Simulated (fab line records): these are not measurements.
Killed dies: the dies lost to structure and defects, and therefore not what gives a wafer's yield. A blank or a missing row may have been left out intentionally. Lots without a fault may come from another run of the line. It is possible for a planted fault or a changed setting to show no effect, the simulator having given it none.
fab line records	flow sfqLine
record lots=14	wafers=41	lastDay=94
route steps=325 shown I2@114 I3@133 M4@161 I4@163
lots untouched by any fault: they come from a run of this same line in which no faults occurred
startH: hours from the record's opening day to when the first of the lot's shown wafers began	waitH: time in hours since the lot's previous step	" as in the row above	L1.1+2: a row that stands for several wafers	- either no value or no given start	* or withheld: withheld	< > ~ a bound
route shown NAME@n: names a module that has steps shown in the file, with the first one's number in the route	usual: mean/standard deviation of fault-free wafers	same: alike in all rows	chamber/n: place in a boat	sites: readings site by site	_std_site: the values' standard deviation	_edge_site: mean of outer sites minus mean of inner sites	radiusMm: how far each site lies from the wafer's centre	mask NAME#n: copy n	behind: the tool/chamber that last shaped the wafer	hold: reason for holding the lot/hours on hold/outcome of the hold	device: the transistor (n, p or np) that didn't switch	end of line: at the end of the route, the tests of the same wafers	a step without rows: its recipe alone	killed: dies that structure and defects cost at the first sort, which is not the same as the wafer's yield	map: per-die view of a wafer (x killed, . not killed, _ where there is no die)
set.NAME: the setting that was run; set.NAME@STEP: the one run at that earlier step	model.NAME: the simulator's own value behind a step, which no gauge read
route steps across a sampled set of lots; one table per step, one row per wafer
services: from which hour (startH, from the record's first day; less than 0 if before it) a tool's chamber was out of use, for how many hours, and why
## steps
# step SFQ_TRILAYER_I2_VIA_BARC_OPEN_VIA_ETCH_096
# recipe maskMaterial=PR	chemistry=O2	targetDepthNm=125	target=BARC	sourceW=500	biasW=80	pressureMtorr=30	timeS=41.7
# usual drypumpMotorCurrentA=5.6/0.47	oesProductAu=0.685/0.0045
lot.wafer	tool	chamber	startH	waitH	drypumpMotorCurrentA	oesProductAu	rfHoursCounterH
L464.2	rieDiel-01	2	883.43	0.0	6.0	0.683	29
L464.3	"	1	"	"	5.3	0.679	0
L464.4	"	0	"	"	5.4	0.685	1
L465.3	rieDiel-04	2	885.83	0.0	4.7	0.685	8
L465.4	"	1	"	"	5.6	0.681	3
L465.6	"	1	"	"	5.6	0.688	-
L466.1	rieDiel-02	0	887.03	0.0	5.7	0.691	1
L466.4	"	3	"	"	6.0	0.690	12
L466.5	"	2	"	"	5.1	0.691	-
L467.1	rieDiel-01	2	889.43	0.0	6.0	0.675	29
L467.4	"	0	"	"	5.4	0.682	1
L467.6	"	1	"	"	5.3	0.675	-
L468.3	rieDiel-04	1	891.83	0.0	5.6	0.685	3
L468.4	"	0	"	"	6.5	0.683	8
L468.5	"	1	"	"	5.6	0.691	-
L471.2	rieDiel-04	1	899.03	0.0	5.6	0.685	4
L471.4	"	3	"	"	5.0	0.691	11
L471.6	"	3	"	"	4.9	0.679	-
L473.1	rieDiel-01	3	903.83	0.0	5.7	0.689	20
L473.5	"	1	"	"	5.3	0.673	-
L473.6	"	0	"	"	5.4	0.681	-
L474.3	rieDiel-02	2	906.62	0.0	5.1	0.684	3
L474.5	"	3	"	"	6.0	0.691	-
L476.1	rieDiel-04	2	909.02	0.0	4.7	0.686	8
L476.2	"	1	"	"	5.6	0.683	4
L476.6	"	0	"	"	6.5	0.685	-
L477.1	rieDiel-02	3	911.42	0.0	6.0	0.681	13
L477.3	"	2	"	"	5.1	0.683	3
L477.4	"	3	"	"	6.0	0.686	-
L479.1	rieDiel-04	0	917.42	0.0	6.6	0.683	8
L479.2	"	1	"	"	5.6	0.688	4
L479.6	"	0	"	"	6.6	0.686	-
L481.2	rieDiel-01	3	919.82	0.0	5.7	0.687	21
L481.3	"	1	"	"	5.3	0.687	1
L481.4	"	1	"	"	5.3	0.691	-
L484.2	rieDiel-01	1	927.62	0.0	5.3	0.690	1
L484.4	"	0	"	"	5.4	0.686	-
L484.6	"	1	"	"	5.3	0.688	-
L485.2	rieDiel-04	0	1047.02	0.0	6.5	0.686	11
L485.3	"	1	"	"	5.6	0.683	7
L485.4	"	3	"	"	5.0	0.681	15
# step SFQ_TRILAYER_I3_DEP_PECVD_081
# recipe material=SiO2	tempC=150	timeS=111.11	pressureTorr=2.4	rfW=183.3	precursor=SiH4/N2O	targetThkNm=500
# usual heaterPowerW=76/18	rfFwdPowerW=182.3/0.58	showerheadVppV=841/26	throttleValvePct=24.5/1
lot.wafer	tool	chamber	startH	waitH	heaterPowerW	rfFwdPowerW	showerheadVppV	throttleValvePct
L464.2	pecvd-03	0	988.10	0.0	97	182.0	817	22.9
L464.3	"	2	"	"	47	183.0	867	23.1
L464.4	"	2	"	"	47	183.4	868	23.3
L465.3	pecvd-02	0	992.47	0.0	48	183.1	861	25.6
L465.4	"	0	"	"	49	182.7	840	25.5
L465.6	"	2	"	"	83	182.1	864	24.8
L466.1	pecvd-04	0	992.88	0.0	78	181.5	829	24.7
L466.4	"	2	"	"	72	183.2	885	24.6
L466.5	"	1	"	"	85	182.6	825	24.7
L467.1	pecvd-02	0	996.48	0.0	54	181.6	864	25.8
L467.4	"	2	"	"	99	182.1	876	25.2
L467.6	"	1	"	"	80	182.0	801	25.4
L468.3	pecvd-04	2	998.88	0.0	70	181.7	872	24.5
L468.4	"	0	"	"	89	182.5	840	24.6
L468.5	"	1	"	"	90	182.8	822	24.6
L471.2	pecvd-04	0	1006.46	0.0	86	182.0	814	24.7
L471.4	"	2	"	"	59	183.7	881	25.0
L471.6	"	0	"	"	90	182.0	813	24.8
L473.1	pecvd-02	2	1011.26	0.0	96	181.9	882	25.2
L473.5	"	1	"	"	78	181.6	817	25.5
L473.6	"	0	"	"	42	182.5	857	25.7
L474.3	pecvd-04	2	1014.59	0.0	43	255.3	1041	25.0
L474.5	"	0	"	"	49	254.7	975	24.9
L476.1	pecvd-02	0	1017.77	0.0	55	182.8	857	25.8
L476.2	"	2	"	"	89	181.8	878	25.1
L476.6	"	0	"	"	43	182.2	847	26.0
L477.1	pecvd-04	2	1019.40	0.0	45	255.0	1027	24.9
L477.3	"	1	"	"	57	255.2	978	24.4
L477.4	"	2	"	"	47	255.4	1031	25.2
L479.1	pecvd-02	0	1021.80	0.0	49	183.0	861	25.9
L479.2	"	2	"	"	89	183.1	868	25.0
L479.6	"	0	"	"	53	182.6	869	25.6
L481.2	pecvd-03	1	1025.40	0.0	93	182.5	824	22.8
L481.3	"	0	"	"	97	182.6	816	22.9
L481.4	"	2	"	"	46	182.1	858	23.5
L484.2	pecvd-03	0	1030.20	0.0	96	182.7	839	23.0
L484.4	"	2	"	"	44	183.4	857	23.3
L484.6	"	1	"	"	80	182.0	817	22.9
L485.2	pecvd-03	1	1058.78	0.0	94	182.5	822	23.0
L485.3	"	2	"	"	50	181.9	856	24.0
L485.4	"	0	"	"	87	182.3	835	23.1
# step SFQ_TRILAYER_I3_CMP_CMP_082
# recipe material=SiO2	downForcePsi=3	platenRpm=60	padVelocityMS=0.94248
# usual motorCurrentA=10.1/1	platenRpm=60.00/0.04	timeToEndpointS=213/8.5
lot.wafer	tool	chamber	startH	waitH	motorCurrentA	platenRpm	timeToEndpointS
L464.2	cmp-01	2	1048.13	60.0	9.6	60.04	199
L464.4	"	3	"	"	9.4	59.98	213
L464.3	"	1	1049.63	61.5	11.1	60.05	208
L465.4	cmp-02	0	1053.43	60.9	10.1	60.05	224
L465.3	"	1	"	"	9.0	59.97	215
L465.6	"	2	"	"	9.0	59.88	220
L466.4	cmp-01	1	1054.13	61.2	11.1	60.04	225
L466.1	"	2	"	"	9.3	60.10	202
L466.5	"	1	1056.13	63.2	10.7	60.03	223
L467.4	cmp-02	2	1055.43	58.9	8.7	60.01	224
L467.1	"	1	1056.93	60.4	8.3	60.05	209
L467.6	"	3	1057.93	61.4	11.8	59.96	218
L468.4	cmp-01	0	1057.63	58.7	9.8	59.97	215
L468.3	"	1	"	"	10.8	59.98	209
L468.5	"	0	1059.63	60.7	10.2	60.00	210
L471.4	cmp-02	1	1061.93	55.4	8.1	60.07	210
L471.2	"	2	"	"	8.7	60.06	208
L471.6	"	0	1063.43	56.9	9.9	60.03	222
L473.1	cmp-01	1	1066.63	55.3	10.9	59.96	225
L473.5	"	0	1068.13	56.8	10.5	60.02	228
L473.6	"	1	"	"	11.2	60.01	239
L474.3	cmp-01	2	1069.63	55.0	10.1	60.01	232
L474.5	"	1	1071.13	56.5	10.6	60.02	258
L476.2	cmp-01	0	1072.13	54.3	11.0	59.99	219
L476.1	"	1	"	"	11.4	59.92	222
L476.6	"	0	1074.13	56.3	11.0	60.02	226
L477.3	cmp-02	3	1075.07	55.6	11.7	59.99	245
L477.1	"	0	"	"	10.1	59.99	256
L477.4	"	1	"	"	8.2	60.02	248
L479.1	cmp-02	1	1078.07	56.2	8.6	60.00	220
L479.2	"	2	"	"	9.0	59.96	218
L479.6	"	1	1080.07	58.2	8.8	60.01	222
L481.4	cmp-02	0	1081.07	55.6	10.3	59.97	221
L481.3	"	2	1082.07	56.6	8.8	59.95	219
L481.2	"	3	"	"	12.2	59.99	214
L484.2	cmp-01	1	1084.13	53.9	10.7	60.07	211
L484.4	"	0	1085.63	55.4	10.8	60.00	215
L484.6	"	2	1086.63	56.4	9.7	60.00	200
L485.3	cmp-02	3	1106.57	47.8	11.9	60.13	210
L485.4	"	0	"	"	9.7	60.04	223
L485.2	"	1	"	"	8.6	60.00	212
# step SFQ_TRILAYER_M4_STRIP_STRIP_097
# recipe gas=O2	powerW=200	platenTempC=40	overashFraction=0.65	chemistry=O2	pressureMtorr=50
# usual drypumpMotorCurrentA=5.8/0.41	oesProductAu=1.004/0.0067
lot.wafer	tool	chamber	startH	waitH	drypumpMotorCurrentA	oesProductAu	rfHoursCounterH
L464.2	rieMetal-04	1	1269.84	0.1	6.0	0.996	66
L464.3	"	0	"	"	6.2	0.987	-
L464.4	"	1	"	"	6.0	0.996	-
L465.3	rieMetal-03	1	1278.08	0.2	5.3	1.009	-
L465.4	"	0	"	"	5.4	0.997	-
L465.6	"	1	"	"	5.3	1.000	-
L466.1	rieMetal-04	1	1279.08	0.1	6.0	1.004	68
L466.4	"	0	"	"	6.2	0.999	-
L466.5	"	1	"	"	6.0	1.002	-
L467.1	rieMetal-03	0	1281.48	0.1	5.4	0.998	3
L467.4	"	1	"	"	5.3	1.002	-
L467.6	"	1	"	"	5.3	1.002	-
L468.3	rieMetal-04	0	1284.08	0.2	6.2	1.009	-
L468.4	"	1	"	"	6.1	1.001	-
L468.5	"	0	"	"	6.2	1.006	-
L471.2	rieMetal-03	0	1294.23	0.1	5.4	0.998	5
L471.4	"	1	"	"	5.3	1.009	-
L471.6	"	1	"	"	5.3	1.013	-
L473.1	rieMetal-04	0	1303.83	0.1	6.2	0.995	40
L473.5	"	1	"	"	6.1	1.003	-
L473.6	"	0	"	"	6.2	1.001	-
L474.3	rieMetal-03	0	1306.81	0.5	5.4	1.010	-
L474.5	"	0	"	"	5.4	1.004	-
L476.1	rieMetal-04	1	1311.03	0.1	6.1	0.999	72
L476.2	"	0	"	"	6.2	1.003	41
L476.6	"	0	"	"	6.2	1.002	-
L477.1	rieMetal-02	1	1312.23	0.1	6.3	1.008	110
L477.3	"	0	"	"	5.4	1.002	-
L477.4	"	1	"	"	6.3	0.996	-
L479.1	rieMetal-04	1	1317.03	0.1	6.1	0.999	73
L479.2	"	0	"	"	6.2	1.011	42
L479.6	"	1	"	"	6.1	1.018	-
L481.2	rieMetal-02	1	1320.63	0.1	6.2	0.995	112
L481.3	"	0	"	"	5.4	0.994	-
L481.4	"	1	"	"	6.2	0.992	-
L484.2	rieMetal-03	1	1326.63	0.1	5.3	0.994	0
L484.4	"	0	"	"	5.4	1.000	-
L484.6	"	0	"	"	5.4	1.000	-
L485.2	rieMetal-04	1	1347.03	0.1	6.0	1.012	78
L485.3	"	0	"	"	6.2	1.006	-
L485.4	"	1	"	"	6.1	1.010	-
# step SFQ_TRILAYER_I4_DEP_PECVD_099
# recipe material=SiO2	tempC=150	timeS=111.11	pressureTorr=2.4	rfW=183.3	precursor=SiH4/N2O	targetThkNm=500
# usual heaterPowerW=78/12	rfFwdPowerW=182.3/0.53	showerheadVppV=845/23	throttleValvePct=25.2/0.86
lot.wafer	tool	chamber	startH	waitH	heaterPowerW	rfFwdPowerW	showerheadVppV	throttleValvePct
L464.2	pecvd-04	0	1270.63	0.0	74	181.5	830	25.3
L464.3	"	2	"	"	69	182.4	881	25.7
L464.4	"	2	"	"	74	181.7	866	25.2
L465.3	pecvd-04	2	1278.65	0.0	72	182.7	863	25.2
L465.4	"	0	"	"	83	182.5	819	25.3
L465.6	"	2	"	"	73	182.4	878	25.3
L466.1	pecvd-01	2	1279.85	0.0	75	182.9	856	25.3
L466.4	"	2	"	"	79	182.2	874	25.3
L466.5	"	0	"	"	73	182.1	858	26.2
L467.1	pecvd-02	0	1282.25	0.0	52	182.5	871	25.8
L467.4	"	1	"	"	76	181.7	806	25.5
L467.6	"	2	"	"	93	182.3	862	25.1
L468.3	pecvd-01	2	1284.65	0.0	87	182.6	864	25.2
L468.4	"	2	"	"	88	181.7	872	25.5
L468.5	"	1	"	"	84	183.2	843	23.0
L471.2	pecvd-01	0	1295.02	0.0	74	182.2	849	26.2
L471.4	"	0	"	"	76	182.0	851	26.7
L471.6	"	2	"	"	85	182.6	859	25.2
L473.1	pecvd-02	2	1304.60	0.0	90	182.5	878	25.1
L473.5	"	1	"	"	72	182.2	811	25.4
L473.6	"	0	"	"	51	182.8	850	25.6
L474.3	pecvd-01	0	1307.80	0.0	75	182.1	851	26.6
L474.5	"	1	"	"	77	182.0	851	23.5
L476.1	pecvd-02	1	1311.80	0.0	76	181.9	798	25.5
L476.2	"	2	"	"	91	182.7	884	25.1
L476.6	"	0	"	"	43	182.2	863	25.8
L477.1	pecvd-01	2	1313.00	0.0	83	183.6	850	25.3
L477.3	"	1	"	"	70	182.4	839	23.7
L477.4	"	0	"	"	72	182.5	857	26.5
L479.1	pecvd-04	0	1317.80	0.0	90	182.5	822	25.5
L479.2	"	1	"	"	85	182.9	820	25.1
L479.6	"	1	"	"	87	183.5	829	25.2
L481.2	pecvd-04	0	1321.42	0.0	85	181.6	813	25.5
L481.3	"	1	"	"	92	181.3	817	24.9
L481.4	"	0	"	"	89	182.1	826	25.4
L484.2	pecvd-01	1	1327.42	0.0	75	181.6	844	23.6
L484.4	"	0	"	"	73	182.4	844	26.5
L484.6	"	1	"	"	77	182.4	833	23.5
L485.2	pecvd-02	0	1347.80	0.0	63	182.4	852	23.4
L485.3	"	2	"	"	99	182.6	893	23.3
L485.4	"	1	"	"	82	182.6	799	23.5
## services
tool	chamber	startH	hours	kind
rieMetal-04	0	871.60	8.3	repair
cmp-02	-	890.32	3.9	repair
pecvd-02	1	901.83	2.4	repair
cmp-02	-	909.70	22.7	repair
pecvd-04	0	928.92	4.4	repair
pecvd-02	-	985.38	6.0	pm
pecvd-04	-	988.45	2.4	repair
rieMetal-04	-	1006.30	28.1	pm
rieMetal-04	-	1050.96	1.0	repair
pecvd-02	-	1057.67	1.7	repair
rieMetal-04	0	1059.79	4.8	repair
pecvd-02	-	1063.56	0.8	pm
cmp-02	-	1064.43	7.6	pm
pecvd-04	-	1141.75	3.3	repair
pecvd-04	2	1152.57	76.4	repair
pecvd-04	0	1173.13	5.1	repair
pecvd-04	-	1175.75	2.0	repair
pecvd-02	-	1178.02	2.8	pm
pecvd-04	0	1186.23	5.7	repair
pecvd-02	2	1232.61	10.5	repair
pecvd-02	2	1253.61	3.9	repair
pecvd-04	-	1273.83	0.2	repair
pecvd-04	-	1316.47	1.1	repair
pecvd-02	-	1316.75	14.0	pm
## key
firstSign step=SFQ_TRILAYER_I3_DEP_PECVD_081	reading=rfFwdPowerW	direction=up	sigmas=99+	usual=182.3	struck=255.1
effect step=SFQ_TRILAYER_I3_DEP_PECVD_081	reading=showerheadVppV	direction=up	sigmas=6.5	usual=841	struck=1010
effect step=SFQ_TRILAYER_I3_CMP_CMP_082	reading=timeToEndpointS	direction=up	sigmas=4	usual=*	struck=*
metAt SFQ_TRILAYER_I3_DEP_PECVD_081
struckLots L474,L477
notActingAt SFQ_TRILAYER_I2_VIA_BARC_OPEN_VIA_ETCH_096,SFQ_TRILAYER_M4_STRIP_STRIP_097,SFQ_TRILAYER_I4_DEP_PECVD_099
onsetBetween 1006.46 1014.59
fault kind=processParameterDrift	tool=pecvd-04	chamber=-	onsetH=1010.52	steps=SFQ_TRILAYER_I3_DEP_PECVD_081	channel=rfW	offset=73.32	shape=step	endH=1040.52	actsIn=theseRecipesOnly	stated=183.3
